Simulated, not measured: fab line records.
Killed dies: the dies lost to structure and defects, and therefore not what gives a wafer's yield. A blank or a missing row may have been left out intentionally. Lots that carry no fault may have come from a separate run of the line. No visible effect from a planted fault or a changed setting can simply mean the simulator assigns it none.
Matching of chambers / flow sky130 / 4 sister chambers for SKY_POLY_CUT_ETCH_11 on rie_diel-01
The step etches Si3N4 in CF4/CH2F2/Ar, stops on poly-Si, time 42.5 s, target depth 60 nm. 8 wafers are shown with their chamber, then 7 later ones without.

## WAFERS PAIRED WITH THEIR CHAMBERS
wafer=L167.2; chamber=0; drypump_motor_current_A (A)=6.5; throttle_valve_pct (%)=14.986
wafer=L166.1; chamber=3; drypump_motor_current_A (A)=4.8; throttle_valve_pct (%)=15.019
wafer=L166.3; chamber=2; drypump_motor_current_A (A)=5.4; throttle_valve_pct (%)=14.996
wafer=L166.6; chamber=0; drypump_motor_current_A (A)=6.5; throttle_valve_pct (%)=14.998
wafer=L169.2; chamber=1; drypump_motor_current_A (A)=6.2; throttle_valve_pct (%)=14.991
wafer=L169.5; chamber=1; drypump_motor_current_A (A)=6.3; throttle_valve_pct (%)=14.987
wafer=L169.6; chamber=2; drypump_motor_current_A (A)=5.5; throttle_valve_pct (%)=14.996
wafer=L171.1; chamber=3; drypump_motor_current_A (A)=4.8; throttle_valve_pct (%)=15.012

## WAFERS WITH NO CHAMBER GIVEN
wafer=L171.2; drypump_motor_current_A (A)=6.3; throttle_valve_pct (%)=15.001
wafer=L171.5; drypump_motor_current_A (A)=6.2; throttle_valve_pct (%)=14.994
wafer=L170.1; drypump_motor_current_A (A)=4.8; throttle_valve_pct (%)=14.997
wafer=L170.2; drypump_motor_current_A (A)=6.5; throttle_valve_pct (%)=14.984
wafer=L170.3; drypump_motor_current_A (A)=5.5; throttle_valve_pct (%)=15.000
wafer=L180.1; drypump_motor_current_A (A)=5.5; throttle_valve_pct (%)=14.994
wafer=L180.4; drypump_motor_current_A (A)=6.3; throttle_valve_pct (%)=14.986

## EACH ONE'S CHAMBER
wafer=L171.2; from the rows above=can't be placed: 1 or 0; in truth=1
wafer=L171.5; from the rows above=1; in truth=1
wafer=L170.1; from the rows above=3; in truth=3
wafer=L170.2; from the rows above=0; in truth=0
wafer=L170.3; from the rows above=2; in truth=2
wafer=L180.1; from the rows above=2; in truth=2
wafer=L180.4; from the rows above=1; in truth=1
6 of 7 placed correctly. These rows do not allow placing 1 (true chamber among the candidates in 1). 0 placed wrongly.
How it was worked out, from the rows above alone: a wafer's distance from a chamber is the root of the sum, over the readings, of the square of ((its reading less the chamber's mean) divided by the reading's scatter). The wafer belongs to the nearest chamber; if the next one is less than 2 further off, it can't be placed. A chamber's mean is the mean of its shown wafers. The scatter: the root of (the sum of the squares of (reading less its chamber's mean) over the shown wafers, divided by (wafers less chambers)).
